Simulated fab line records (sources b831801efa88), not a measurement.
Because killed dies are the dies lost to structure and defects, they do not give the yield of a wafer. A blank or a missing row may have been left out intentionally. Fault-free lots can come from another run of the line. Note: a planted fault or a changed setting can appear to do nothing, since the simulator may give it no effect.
A lot that was struck, set against a sound lot | flow sky130 | 32 out of 708 route steps
Sound: the wafers L813.2, L813.4, L813.6. Struck: wafer L825.5 (L825.2, L825.4, from the same lot, were not struck and are left out); the cause is given at the end.
Each step with rows lists, per side, the tool, then ch with its chambers, then its first start. Under that, the readings that differ: sound wafers | struck wafers | difference of the means | sigmas: that difference in standard deviations of wafers without a fault.
alike: words and numbers the same on both sides, and readings whose means are apart by under 2 such deviations; not compared: readings that were withheld, readings missing a value for some wafer, numbers with overlapping values and no deviation given by the record, and bounds like >300 which may hide the same value.
The two part at a step that has a row with sigmas, a row that says differs or no value, or rows on one side only. Non-overlapping numbers with no deviation appear without sigmas and do not part them. A reading missing from all wafers of one side parts the sides only when that side holds two or more wafers.

first, 5 steps without rows for these wafers: SKY_VIA1_ETCH_15 (etches SiO2 in C4F8/O2/Ar, stops on TiN, target depth 351 nm, time 54 s); SKY_VIA1_STRIP_16 (strips in O2/N2); SKY_VIA1_STRIP_17 (strips in post etch residue remover, time 1200 s); SKY_VIA1_CLEAN_18 (cleans in IPA, time 180 s); SKY_VIA1_CLEAN_19 (cleans in O3/DIW).
SKY_VIA1_SPUTTER_20: material TiN, target thk 20 nm, time 80 s.
  sound: pvd-sputter-02 at day 34 08:45; struck: pvd-sputter-01 at day 39 03:34
  alike: throttle-valve-pct
then, 1 step without rows for these wafers: SKY_VIA1_CVD_21 (deposits W, target thk 270 nm, time 80.902 s).
SKY_VIA1_RS_MEAS_22: uses a four-point probe to measure.
  sound: film-metro-02 at day 34 08:56; struck: film-metro-02 at day 39 03:44
  alike: VIA1_W_RS
SKY_VIA1_THK_MEAS_23: measures by xrf.
  sound: film-metro-02 at day 34 09:02; struck: film-metro-02 at day 39 03:51
  alike: VIA1_W_THK
then, 3 steps without rows for these wafers: SKY_VIA1_CMP_24 (polishes, stops on SiO2, t overpolish 15 s, target thk 0 nm); SKY_METAL2_SPUTTER_00 (material Ti, target thk 15 nm, time 10 s); SKY_METAL2_SPUTTER_01 (material TiN, target thk 20 nm, time 16.7 s).
SKY_METAL2_SPUTTER_02: material AlCu, target thk 250 nm, time 13.3 s.
  sound: pvd-sputter-01 at day 34 09:26; struck: pvd-sputter-04 at day 39 05:15
  reading                                     | sound           | struck | difference | sigmas
  model.AlCu_of_METAL2_SPUTTER_02.thk-nm (nm) | 253 249.8 252.2 | 329.5  | +77.8      |
  alike: throttle-valve-pct
then, 1 step without rows for these wafers: SKY_METAL2_SPUTTER_03 (material Ti, target thk 5 nm, time 3.3 s).
SKY_METAL2_SPUTTER_04: material TiN, target thk 70 nm, time 58.3 s.
  sound: pvd-sputter-01 at day 34 09:29; struck: pvd-sputter-04 at day 39 05:17
  alike: throttle-valve-pct
SKY_METAL2_RS_MEAS_05: uses a four-point probe to measure.
  sound: film-metro-03 at day 34 09:33; struck: film-metro-04 at day 39 05:22
  reading                 | sound                | struck | difference | sigmas
  METAL2_ALCU_RS (ohm/sq) | 0.1251 0.1267 0.1256 | 0.0956 | -0.0302    | -19
SKY_METAL2_THK_MEAS_06: measures by xrf.
  sound: film-metro-03 at day 34 09:40; struck: film-metro-04 at day 39 05:28
  reading              | sound       | struck | difference | sigmas
  METAL2_ALCU_THK (nm) | 252 251 251 | 330    | +79        | +24
then, 8 steps without rows for these wafers: SKY_METAL2_DEHYDRATE_07 (time 60 s); SKY_METAL2_HMDS_08 (prime time 60 s); SKY_METAL2_COAT_09 (resist thk 60 nm); SKY_METAL2_COAT_10 (resist thk 450 nm); SKY_METAL2_SOFTBAKE_11 (time 90 s); SKY_METAL2_EXPOSE_12 (exposes mask MM2, target cd 140 nm); SKY_METAL2_PEB_13; SKY_METAL2_DEVELOP_14 (develop time 60 s).
SKY_METAL2_CD_MEAS_15: target cd 140 nm.
  sound: cd-sem-01 at day 35 22:05; struck: cd-sem-01 at day 40 06:28
  alike: cd-nm
SKY_METAL2_OVL_MEAS_16:
  sound: overlay-02 at day 35 22:11; struck: overlay-01 at day 40 06:34
  alike: METAL2_OVL
SKY_METAL2_DESCUM_17: chemistry O2, time 8 s.
  sound on rie-metal-01 ch 0,1, day 35 22:13; struck on rie-metal-01 ch 1, day 40 06:37
  alike: drypump-motor-current-A, oes-product-au
  not compared: rf-hours-counter-h
SKY_METAL2_ETCH_18: etches BARC in N2/H2, stops on SiO2, time 45.9 s, target depth 60 nm.
  sound on rie-metal-01 ch 0,1, day 35 22:14; struck on rie-metal-01 ch 1, day 40 06:41
  alike: bias-w, drypump-motor-current-A, n2-flow-sccm, oes-product-au, throttle-valve-pct
  not compared: rf-hours-counter-h
SKY_METAL2_METAL_ETCH_19: etches the open film in Cl2/BCl3, stops on SiO2, target depth 360 nm, time 78 s.
  sound on rie-metal-01 ch 0,1, day 35 22:19; struck on rie-metal-01 ch 1, day 40 06:49
  reading               | sound             | struck | difference | sigmas
  mfc-cl2-sccm (sccm)   | 59.99 60.24 59.41 | 60.55  | +0.67      | +3
  oes-product-au (a.u.) | 0.862 0.854 0.857 | 0.906  | +0.048     | +7
  alike: bias-w, drypump-motor-current-A, throttle-valve-pct
  not compared: rf-hours-counter-h
SKY_METAL2_STRIP_20: strips in O2/N2.
  sound on plasma-asher-04 ch 0,1, day 35 22:24; struck on plasma-asher-02 ch 0, day 40 06:58
  alike: drypump-motor-current-A, n2-flow-sccm, oes-product-au, strip-time-to-endpoint-s
  not compared: rf-hours-counter-h
-- the record jumps here: 10 days lie between the struck wafers' starts before and after (it left off in module METAL2 and takes up again in module PAD_OPEN, whose first step shown is number 708 of the route) --
SKY_PAD_OPEN_PROBE_99:
  sound: prober-02 at day 46 08:40; struck: prober-02 at day 49 20:41
  reading                      | sound                | struck  | difference | sigmas
  model.etest.met2.line-ohm-um | 0.9528 0.9317 0.9187 | 0.7017  | -0.2327    |
  model.etest.met2.rs-ohm-sq   | 0.1278 0.1285 0.1259 | 0.09712 | -0.03028   |

## WHERE THEY PART
First at SKY_METAL2_RS_MEAS_05; last, within this record, at SKY_METAL2_METAL_ETCH_19. Later steps at which nothing parts them and some readings are alike: SKY_METAL2_STRIP_20.

WHY: whatever the simulator had introduced
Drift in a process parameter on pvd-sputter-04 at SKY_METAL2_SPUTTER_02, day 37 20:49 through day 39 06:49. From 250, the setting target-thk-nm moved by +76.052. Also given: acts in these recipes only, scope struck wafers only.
